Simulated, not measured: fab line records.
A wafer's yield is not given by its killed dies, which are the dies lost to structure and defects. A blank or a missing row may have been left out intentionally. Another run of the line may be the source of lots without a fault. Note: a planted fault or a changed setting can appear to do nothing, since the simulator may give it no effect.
Which of the tools did it? / flow gf180mcu / Sampling: 14 lots, 42 wafers, 4 of 602 route steps

== WHAT THE GAUGES SHOWED, per wafer ==
GF_M3_THK_MEAS_06: measures by xrf.
lot=L568; measured=day 20 08:22; on=film-metro-01; M3_ALCU_THK (nm)=451 450 449
lot=L569; measured=day 20 16:38; on=film-metro-04; M3_ALCU_THK (nm)=449 451 452
lot=L570; measured=day 21 00:16; on=film-metro-01; M3_ALCU_THK (nm)=452 450 451
lot=L571; measured=day 21 12:20; on=film-metro-01; M3_ALCU_THK (nm)=453 456 451
lot=L573; measured=day 22 08:14; on=film-metro-04; M3_ALCU_THK (nm)=450 448 446
lot=L574; measured=day 22 17:44; on=film-metro-01; M3_ALCU_THK (nm)=444 444 445
lot=L575; measured=day 22 22:59; on=film-metro-03; M3_ALCU_THK (nm)=440 445 442
lot=L577; measured=day 23 16:51; on=film-metro-03; M3_ALCU_THK (nm)=448 452 449
lot=L580; measured=day 24 20:55; on=film-metro-01; M3_ALCU_THK (nm)=450 452 451
lot=L581; measured=day 25 04:03; on=film-metro-03; M3_ALCU_THK (nm)=447 446 452
lot=L584; measured=day 26 03:08; on=film-metro-04; M3_ALCU_THK (nm)=442 443 439
lot=L586; measured=day 26 16:09; on=film-metro-01; M3_ALCU_THK (nm)=444 448 446
lot=L587; measured=day 26 21:28; on=film-metro-03; M3_ALCU_THK (nm)=447 449 457
lot=L590; measured=day 27 17:17; on=film-metro-03; M3_ALCU_THK (nm)=456 457 453

GF_M3_OVL_MEAS_15.
lot=L568; measured=day 21 08:40; on=overlay-02; M3_OVL (nm)=-4 -8 -11
lot=L569; measured=day 21 16:04; on=overlay-02; M3_OVL (nm)=-8 -7 1
lot=L570; measured=day 22 00:01; on=overlay-01; M3_OVL (nm)=-6 -2 -2
lot=L571; measured=day 22 12:04; on=overlay-01; M3_OVL (nm)=5 0 10
lot=L573; measured=day 23 07:16; on=overlay-01; M3_OVL (nm)=10 10 9
lot=L574; measured=day 23 16:15; on=overlay-02; M3_OVL (nm)=-12 -11 -9
lot=L575; measured=day 23 21:34; on=overlay-01; M3_OVL (nm)=-6 -11 -7
lot=L577; measured=day 24 14:31; on=overlay-02; M3_OVL (nm)=2 6 3
lot=L580; measured=day 25 17:50; on=overlay-01; M3_OVL (nm)=-8 -12 -1
lot=L581; measured=day 26 00:46; on=overlay-01; M3_OVL (nm)=-2 0 -9
lot=L584; measured=day 26 23:37; on=overlay-01; M3_OVL (nm)=4 -3 7
lot=L586; measured=day 27 12:40; on=overlay-01; M3_OVL (nm)=1 12 11
lot=L587; measured=day 27 16:48; on=overlay-02; M3_OVL (nm)=-6 0 -6
lot=L590; measured=day 28 12:58; on=overlay-01; M3_OVL (nm)=2 -8 -9

== WHICH TOOL RAN EACH LOT (tool, then ch and the chambers of the sampled wafers, then the start) ==
lot=L568; GF_DUAL_GATE_EXPOSE_08=iline-stepper-02 ch 0, day 8 00:14; GF_M3_SPUTTER_03=pvd-sputter-02, day 20 08:11
lot=L569; GF_DUAL_GATE_EXPOSE_08=iline-stepper-02 ch 0, day 8 06:28; GF_M3_SPUTTER_03=pvd-sputter-02, day 20 16:26
lot=L570; GF_DUAL_GATE_EXPOSE_08=iline-stepper-02 ch 0, day 8 09:29; GF_M3_SPUTTER_03=pvd-sputter-04, day 21 00:05
lot=L571; GF_DUAL_GATE_EXPOSE_08=iline-stepper-01 ch 0, day 8 18:23; GF_M3_SPUTTER_03=pvd-sputter-04, day 21 12:09
lot=L573; GF_DUAL_GATE_EXPOSE_08=iline-stepper-01 ch 0, day 9 09:51; GF_M3_SPUTTER_03=pvd-sputter-04, day 22 08:03
lot=L574; GF_DUAL_GATE_EXPOSE_08=iline-stepper-02 ch 0, day 9 14:52; GF_M3_SPUTTER_03=pvd-sputter-04, day 22 17:33
lot=L575; GF_DUAL_GATE_EXPOSE_08=iline-stepper-01 ch 0, day 9 22:40; GF_M3_SPUTTER_03=pvd-sputter-02, day 22 22:48
lot=L577; GF_DUAL_GATE_EXPOSE_08=iline-stepper-02 ch 0, day 10 12:00; GF_M3_SPUTTER_03=pvd-sputter-02, day 23 16:40
lot=L580; GF_DUAL_GATE_EXPOSE_08=iline-stepper-02 ch 0, day 11 10:41; GF_M3_SPUTTER_03=pvd-sputter-02, day 24 20:44
lot=L581; GF_DUAL_GATE_EXPOSE_08=iline-stepper-02 ch 0, day 11 19:03; GF_M3_SPUTTER_03=pvd-sputter-04, day 25 03:52
lot=L584; GF_DUAL_GATE_EXPOSE_08=iline-stepper-01 ch 0, day 12 14:50; GF_M3_SPUTTER_03=pvd-sputter-02, day 26 02:58
lot=L586; GF_DUAL_GATE_EXPOSE_08=iline-stepper-01 ch 0, day 13 00:57; GF_M3_SPUTTER_03=pvd-sputter-04, day 26 15:57
lot=L587; GF_DUAL_GATE_EXPOSE_08=iline-stepper-01 ch 0, day 13 11:32; GF_M3_SPUTTER_03=pvd-sputter-03, day 26 21:17
lot=L590; GF_DUAL_GATE_EXPOSE_08=iline-stepper-01 ch 0, day 14 06:14; GF_M3_SPUTTER_03=pvd-sputter-03, day 27 17:06
- GF_DUAL_GATE_EXPOSE_08: exposes mask Dualgate, target cd 700 nm.
- GF_M3_SPUTTER_03: material Ti, target thk 10 nm, time 6.7 s.

== WHAT THE TOOLS THEMSELVES READ (means of the sampled wafers that have a number; where no wafer has one, the mark that the record gives instead) ==
GF_DUAL_GATE_EXPOSE_08.
lot=L568 tool=iline-stepper-02 exposure-dose-mJ-cm2=139.77
lot=L569 tool=iline-stepper-02 exposure-dose-mJ-cm2=140.11
lot=L570 tool=iline-stepper-02 exposure-dose-mJ-cm2=139.93
lot=L571 tool=iline-stepper-01 exposure-dose-mJ-cm2=140.00
lot=L573 tool=iline-stepper-01 exposure-dose-mJ-cm2=139.95
lot=L574 tool=iline-stepper-02 exposure-dose-mJ-cm2=139.98
lot=L575 tool=iline-stepper-01 exposure-dose-mJ-cm2=140.00
lot=L577 tool=iline-stepper-02 exposure-dose-mJ-cm2=140.07
lot=L580 tool=iline-stepper-02 exposure-dose-mJ-cm2=124.48
lot=L581 tool=iline-stepper-02 exposure-dose-mJ-cm2=124.17
lot=L584 tool=iline-stepper-01 exposure-dose-mJ-cm2=139.88
lot=L586 tool=iline-stepper-01 exposure-dose-mJ-cm2=140.21
lot=L587 tool=iline-stepper-01 exposure-dose-mJ-cm2=140.06
lot=L590 tool=iline-stepper-01 exposure-dose-mJ-cm2=139.88

GF_M3_SPUTTER_03.
lot=L568; tool=pvd-sputter-02; throttle-valve-pct (%)=29.2
lot=L569; tool=pvd-sputter-02; throttle-valve-pct (%)=30.0
lot=L570; tool=pvd-sputter-04; throttle-valve-pct (%)=30.6
lot=L571; tool=pvd-sputter-04; throttle-valve-pct (%)=30.7
lot=L573; tool=pvd-sputter-04; throttle-valve-pct (%)=30.6
lot=L574; tool=pvd-sputter-04; throttle-valve-pct (%)=30.7
lot=L575; tool=pvd-sputter-02; throttle-valve-pct (%)=29.6
lot=L577; tool=pvd-sputter-02; throttle-valve-pct (%)=28.9
lot=L580; tool=pvd-sputter-02; throttle-valve-pct (%)=29.0
lot=L581; tool=pvd-sputter-04; throttle-valve-pct (%)=30.4
lot=L584; tool=pvd-sputter-02; throttle-valve-pct (%)=29.8
lot=L586; tool=pvd-sputter-04; throttle-valve-pct (%)=30.8
lot=L587; tool=pvd-sputter-03; throttle-valve-pct (%)=30.0
lot=L590; tool=pvd-sputter-03; throttle-valve-pct (%)=30.1

== THE ANSWER, worked out from the rows above alone ==
Rule: usual is defined by the lots themselves. Put in order of their means at a reading, lots are off if they are a third of the lots or fewer, leave a main group of 4 or more, and stand apart from it by a gap of 3 or more times the standard deviation of the main group's means; of several such gaps the widest counts. A main group whose means are all the same, to the digits that the tables above print for the reading, isn't used. A lot without any number at a reading at which 4 lots or more have one is off too. The other lots that the step has rows for count as sound. The gauges are gone through in route order, then the tools' own readings, and for those a lot's mean is taken as printed above. At the first step where some lot is off, the reading lying furthest off is the one used; lots without a number count as furthest.
Off: L580, L581, at GF_DUAL_GATE_EXPOSE_08 (exposure-dose-mJ-cm2). The main group: mean 139.99, standard deviation 0.11.
A tool fits if, at that step or a process step before it, it ran every lot that is off, and no sound lot after the first of them. One fits: GF_DUAL_GATE_EXPOSE_08 on iline-stepper-02. A fault onset in the window from L577 (day 10 12:00, its last sound lot) to L580 (day 11 10:41, its first lot off) fits.
On the lots that are off, the tool's own readings at GF_DUAL_GATE_EXPOSE_08 differ by more than 5 times the standard deviation of the sound lots' means, which bears it out; exposure-dose-mJ-cm2 reads 124.33 there versus 139.99 on the sound lots.

== WHAT THE SIMULATOR PUT IN ==
Process parameter drift: iline-stepper-02, from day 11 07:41 on, at GF_DUAL_GATE_EXPOSE_08. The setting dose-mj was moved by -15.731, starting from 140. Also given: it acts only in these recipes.
Lots struck among those shown: L580, L581. This agrees with what the rule above found.
